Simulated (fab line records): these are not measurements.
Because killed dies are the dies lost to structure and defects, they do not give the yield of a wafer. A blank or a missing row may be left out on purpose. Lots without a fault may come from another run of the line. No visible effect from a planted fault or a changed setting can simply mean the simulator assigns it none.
Split-lot study + flow sky130 + 23 wafers read across 5 lots, on a route 708 steps long

ABOUT THE SPLIT
At SKY_VT_ADJUST_HVTR_STRIP_10 (strips in O2/N2), the setting power-w was moved away from the recipe's 1400 W on 9 of the 23 wafers read, by +3.4% to +10.8%. All remaining wafers had this setting at the recipe value.

The split's own step is where the reading is taken.

THE READING
oes-product-au, in a.u., at SKY_VT_ADJUST_HVTR_STRIP_10 (strips in O2/N2). A value of 0.716 a.u. with a standard deviation of 0.0044 a.u. is what fault-free wafers of this fab line usually give.

| wafer  | tool, chamber at the split | power-w as run, W | against the recipe | oes-product-au, a.u. | against lot-mates on the recipe |
|--------|----------------------------|-------------------|--------------------|----------------------|---------------------------------|
| L074.1 | plasma-asher-04, 0         | 1551              | +10.8%             | 0.759                | +0.045                          |
| L074.2 | plasma-asher-04, 1         | 1551              | +10.8%             | 0.765                | +0.051                          |
| L074.3 | plasma-asher-04, 1         | 1400              | recipe             | 0.713                | -                               |
| L074.4 | plasma-asher-04, 0         | 1551              | +10.8%             | 0.761                | +0.047                          |
| L074.6 | plasma-asher-04, 1         | 1400              | recipe             | 0.714                | -                               |
| L078.1 | plasma-asher-03, 0         | 1400              | recipe             | 0.709                | -                               |
| L078.2 | plasma-asher-03, 1         | 1400              | recipe             | 0.711                | -                               |
| L078.4 | plasma-asher-03, 1         | 1451              | +3.6%              | 0.729                | +0.016                          |
| L078.5 | plasma-asher-03, 1         | 1400              | recipe             | 0.719                | -                               |
| L078.6 | plasma-asher-03, 0         | 1451              | +3.6%              | 0.736                | +0.023                          |
| L081.2 | plasma-asher-02, 0         | 1400              | recipe             | 0.719                | -                               |
| L081.3 | plasma-asher-02, 0         | 1400              | recipe             | 0.719                | -                               |
| L081.6 | plasma-asher-02, 0         | 1400              | recipe             | 0.713                | -                               |
| L083.1 | plasma-asher-02, 1         | 1400              | recipe             | 0.714                | -                               |
| L083.2 | plasma-asher-02, 0         | 1447              | +3.4%              | 0.722                | +0.010                          |
| L083.4 | plasma-asher-02, 1         | 1400              | recipe             | 0.710                | -                               |
| L083.5 | plasma-asher-02, 1         | 1400              | recipe             | 0.711                | -                               |
| L083.6 | plasma-asher-02, 0         | 1447              | +3.4%              | 0.736                | +0.024                          |
| L085.1 | plasma-asher-03, 0         | 1400              | recipe             | 0.724                | -                               |
| L085.2 | plasma-asher-03, 1         | 1503              | +7.4%              | 0.739                | +0.021                          |
| L085.3 | plasma-asher-03, 0         | 1503              | +7.4%              | 0.743                | +0.025                          |
| L085.4 | plasma-asher-03, 1         | 1400              | recipe             | 0.710                | -                               |
| L085.6 | plasma-asher-03, 1         | 1400              | recipe             | 0.721                | -                               |

FIT RESULTS
A straight line over all 23 wafers: oes-product-au changes by +0.0042 a.u. for each +1% of power-w; r = +0.96; the points scatter about the line by 0.0049 a.u.
The same after taking each lot's own level away (the mean of its wafers on the recipe; 23 wafers): +0.00422 a.u. for each +1%; r = +0.96; scatter 0.0052 a.u.
The reading moves by 0.045 a.u. for the largest change in power-w, on that fit.
Measured against the standard deviation above, the lots' own levels, which go from 0.7117 to 0.7183 a.u., span 1.5 times it.
So the lot-to-lot level changes the slope little: the two slopes agree.
Check: +0.0458 a.u. against its lot-mates is what the line predicts for one of the wafers moved furthest among these (+10.8%) when that wafer is left out of the fit. It came out at +0.0455 a.u. against them.
Tool readings at the split's step, against how far the setting was moved: oes-product-au r = +0.96; strip-time-to-endpoint-s r = -1.00.

FURTHER SPLITS ON THESE WAFERS
Other splits were also applied to these wafers ahead of the reading. Each is held against what the fit with the lots' levels taken away leaves over:
| other split on the same wafers               | wafers away from the commonest value | r with oes-product-au (lot level and that fit taken away) |
|----------------------------------------------|--------------------------------------|-----------------------------------------------------------|
| SKY_FIELD_ISO_OXIDATION_01 ox-time-s         | 15                                   | +0.35                                                     |
| SKY_FIELD_ISO_WET_ETCH_30 time-s             | 15                                   | +0.26                                                     |
| SKY_DNWELL_COAT_02 resist-thk-nm             | 7                                    | +0.06                                                     |
| SKY_NWELL_IMPLANT_13 energy-kev              | 7                                    | +0.04                                                     |
| SKY_VT_ADJUST_HVTP_DEVELOP_06 develop-time-s | 4                                    | +0.12                                                     |
| SKY_VT_ADJUST_HVTP_STRIP_10 pressure-mtorr   | 18                                   | +0.02                                                     |
| SKY_VT_ADJUST_LVTN_IMPLANT_19 dose-cm2       | 6                                    | +0.00                                                     |
| SKY_VT_ADJUST_NCORE_IMPLANT_09 dose-cm2      | 9                                    | +0.00                                                     |
| SKY_VT_ADJUST_HVTR_IMPLANT_09 dose-cm2       | 12                                   | -0.13                                                     |

THE WHOLE CHAIN: every reading that the file lists as answering this split, in the file's order
| step                        | what it does    | reading                  | change (the file's fit)                   | r (the file's) |
|-----------------------------|-----------------|--------------------------|-------------------------------------------|----------------|
| SKY_VT_ADJUST_HVTR_STRIP_10 | strips in O2/N2 | oes-product-au           | +0.00418 a.u. for each +1% of the setting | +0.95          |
| SKY_VT_ADJUST_HVTR_STRIP_10 | strips in O2/N2 | strip-time-to-endpoint-s | withheld for each +1% of the setting      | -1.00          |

THE FILE'S OWN FIT
oes-product-au changes by +0.00418 a.u. for each +1% of power-w, r = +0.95.
